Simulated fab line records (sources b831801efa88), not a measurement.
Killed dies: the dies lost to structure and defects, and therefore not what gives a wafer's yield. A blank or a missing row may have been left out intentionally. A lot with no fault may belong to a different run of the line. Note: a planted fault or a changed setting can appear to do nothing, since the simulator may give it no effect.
Commonality check across tools + flow sky130 + 13 lots, 45 wafers sampled

== THE REASON FOR OPENING IT ==
2 of 13 lots carry a flag on the reading DNWELL_TW at SKY_DNWELL_TW_MEAS_09. Fault-free wafers read 1128, with a standard deviation of 6.
Rule: flag the lot when none of its wafers has a number, or when each of its wafers that has one lies beyond 4 standard deviations from that mean. All remaining lots are regarded as sound.

| lot  | measured    | on            | DNWELL_TW, wafer by wafer     | flag    |
|------|-------------|---------------|-------------------------------|---------|
| L572 | day 3 05:04 | film metro-03 | 1124 1126 1123                |         |
| L574 | day 3 16:25 | film metro-01 | 1136 1130 1131                |         |
| L575 | day 3 21:14 | film metro-03 | 1127 1119 1131                |         |
| L577 | day 4 11:29 | film metro-03 | 1125 1130 1125                |         |
| L578 | day 4 16:25 | film metro-01 | 1125 1122 1125                |         |
| L581 | day 5 11:19 | film metro-03 | 1122 1131 1126                |         |
| L582 | day 5 13:34 | film metro-03 | 1125 1131 1131                |         |
| L584 | day 5 22:58 | film metro-01 | 1130 1129 1131                |         |
| L585 | day 6 00:20 | film metro-01 | 1195 1196 1196 1191 1197 1187 | FLAGGED |
| L586 | day 6 09:23 | film metro-02 | 1202 1200 1194 1200 1193 1195 | FLAGGED |
| L587 | day 6 14:15 | film metro-03 | 1125 1115 1122                |         |
| L588 | day 6 19:47 | film metro-03 | 1121 1126 1119                |         |
| L595 | day 8 12:12 | film metro-03 | 1127 1138 1136                |         |
The mean of the flagged lots' numbers is 1196, +68 from the usual (+11 standard deviations).

== EACH LOT AND THE TOOL IT RAN ON ==
The record holds 1 process step before the reading, out of a route of 708 steps. Each cell gives the tool, then ch followed by the chambers the sampled wafers passed through, then the start.
| lot  | flag    | SKY_DNWELL_IMPLANT_07          |
|------|---------|--------------------------------|
| L572 |         | implanter-03 ch 0, day 3 04:50 |
| L574 |         | implanter-04 ch 0, day 3 16:12 |
| L575 |         | implanter-02 ch 0, day 3 20:59 |
| L577 |         | implanter-04 ch 0, day 4 11:14 |
| L578 |         | implanter-03 ch 0, day 4 16:11 |
| L581 |         | implanter-04 ch 0, day 5 11:05 |
| L582 |         | implanter-04 ch 0, day 5 13:20 |
| L584 |         | implanter-03 ch 0, day 5 22:44 |
| L585 | FLAGGED | implanter-03 ch 0, day 6 00:05 |
| L586 | FLAGGED | implanter-03 ch 0, day 6 09:08 |
| L587 |         | implanter-04 ch 0, day 6 14:02 |
| L588 |         | implanter-04 ch 0, day 6 19:32 |
| L595 |         | implanter-04 ch 0, day 8 11:58 |
What the steps here do:
- SKY_DNWELL_IMPLANT_07
- SKY_DNWELL_TW_MEAS_09

== FLAGGED AGAINST TOTAL, ONE TOOL AT A TIME (gauges that did the reading follow at the end) ==
| step                  | tool          | lots run | flagged | share of the flagged lots | sound lots run after its first flagged lot |
|-----------------------|---------------|----------|---------|---------------------------|--------------------------------------------|
| SKY_DNWELL_IMPLANT_07 | implanter-02  | 1        | 0       | none                      | -                                          |
| SKY_DNWELL_IMPLANT_07 | implanter-03  | 5        | 2       | all                       | 0                                          |
| SKY_DNWELL_IMPLANT_07 | implanter-04  | 7        | 0       | none                      | -                                          |
| SKY_DNWELL_TW_MEAS_09 | film metro-01 | 4        | 1       | some                      | 0                                          |
| SKY_DNWELL_TW_MEAS_09 | film metro-02 | 1        | 1       | some                      | 0                                          |
| SKY_DNWELL_TW_MEAS_09 | film metro-03 | 8        | 0       | none                      | -                                          |

== WHAT THE TABLE ALLOWS ==
Rows of the table that ran each flagged lot: 1, that is implanter-03 at SKY_DNWELL_IMPLANT_07.
- implanter-03 at SKY_DNWELL_IMPLANT_07 ran 5 lots, 2 of them flagged. A fault beginning between L584 (day 5 22:44), its last sound lot, and L585 (day 6 00:05), its first flagged one, fits the data.
One tool is left: implanter-03 at SKY_DNWELL_IMPLANT_07.

== WHAT THE SIMULATOR HAD INSERTED ==
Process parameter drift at SKY_DNWELL_IMPLANT_07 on implanter-03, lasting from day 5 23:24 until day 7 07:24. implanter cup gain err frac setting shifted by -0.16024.
Lots struck among those shown: L585, L586. The same result came from the rule above.
